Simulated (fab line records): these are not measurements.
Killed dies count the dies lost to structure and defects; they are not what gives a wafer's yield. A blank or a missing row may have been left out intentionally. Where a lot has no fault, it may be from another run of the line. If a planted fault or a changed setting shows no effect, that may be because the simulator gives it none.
Comparing a struck lot with a sound one | flow sky130 | 15 out of 708 route steps
Sound: the wafers L864.1, L864.2, L864.3. Wafers L867.2, L867.3, L867.5 were the ones struck. The cause is named last.
Each step with rows lists, per side, the tool, then ch with its chambers, then its first start. Under that, the readings that differ: sound wafers | struck wafers | difference of the means | sigmas: that difference in standard deviations of wafers without a fault.
alike: readings with means less than 2 such deviations apart, plus words and numbers identical on both sides. not compared: withheld readings, readings lacking a value on some wafer, bounds such as >300 that could conceal the same value, and numbers that have no deviation in the record and whose values overlap.
The two part at a step that has a row with sigmas, a row that says differs or no value, or rows on one side only. Non-overlapping numbers with no deviation appear without sigmas and do not part them. A reading missing from all wafers of one side parts the sides only when that side holds two or more wafers.

first, 1 step without rows for these wafers: SKY_VIA4_HDPCVD_00 (deposits SiO2, target thk 1750 nm, time 291.7 s).
SKY_VIA4_THK_MEAS_01:
  sound on filmMetro-02, day 45 10:44; struck on filmMetro-02, day 46 08:32
  alike: VIA4_HDPCVD_THK
SKY_VIA4_CMP_02: polishes SiO2.
  sound on cmp-02 ch 0,2,3, day 45 10:52; struck on cmp-01 ch 2,3, day 46 10:25
  alike: motorCurrentA, platenRpm, slurryFlowMlMin
SKY_VIA4_BOW_MEAS_03:
  sound on filmMetro-03, day 45 11:10; struck on filmMetro-02, day 46 10:44
  alike: VIA4_BOW
then, 7 steps without rows for these wafers: SKY_VIA4_DEHYDRATE_04 (time 60 s); SKY_VIA4_HMDS_05 (prime time 60 s); SKY_VIA4_COAT_06 (resist thk 1140 nm); SKY_VIA4_SOFTBAKE_07 (time 60 s); SKY_VIA4_EXPOSE_08 (exposes mask VIM4, target cd 800 nm); SKY_VIA4_PEB_09; SKY_VIA4_DEVELOP_10 (develop time 60 s).
SKY_VIA4_OVL_MEAS_11:
  sound on overlay-02, day 46 07:47; struck on overlay-01, day 47 06:38
  alike: VIA4_OVL
SKY_VIA4_ETCH_12: etches SiO2 in C4F8/O2/Ar, stops on TiN, target depth 580 nm.
  sound on rieDiel-04 ch 0,1,2, day 46 07:49; struck on rieDiel-03 ch 0,1, day 47 06:40
  no value came back on the struck wafers for biasW (W), chamberPressureMTorr (mTorr), oesProductAu (a.u.); on the sound wafers biasW (W) reads 1199 1199 1205
reading                                  | sound          | struck         | difference | sigmas
model.NOVOLAK_of_VIA4_COAT_06.thkNm (nm) | 1014 1009 1013 | 1138 1140 1141 | +128       | 
SKY_VIA4_STRIP_13: strips in O2/N2.
  sound on plasmaAsher-02 ch 0,1, day 46 07:54; struck on plasmaAsher-03 ch 0,1, day 47 06:45
reading                  | sound                | struck               | difference | sigmas
stripTimeToEndpointS (s) | 12.829 12.773 12.824 | 14.175 14.177 14.184 | +1.370     | +47
  alike: drypumpMotorCurrentA, n2FlowSccm, oesProductAu
  not compared: rfHoursCounterH
then, 1 step without rows for these wafers: SKY_VIA4_STRIP_14 (strips in post etch residue remover, time 1200 s).

WHERE THEY PART
At SKY_VIA4_ETCH_12 first; at SKY_VIA4_STRIP_13 last (within this record only).

WHY: whatever the simulator had introduced
Whole step skipped at SKY_VIA4_ETCH_12 on rieDiel-03, starting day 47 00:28. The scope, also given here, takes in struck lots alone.
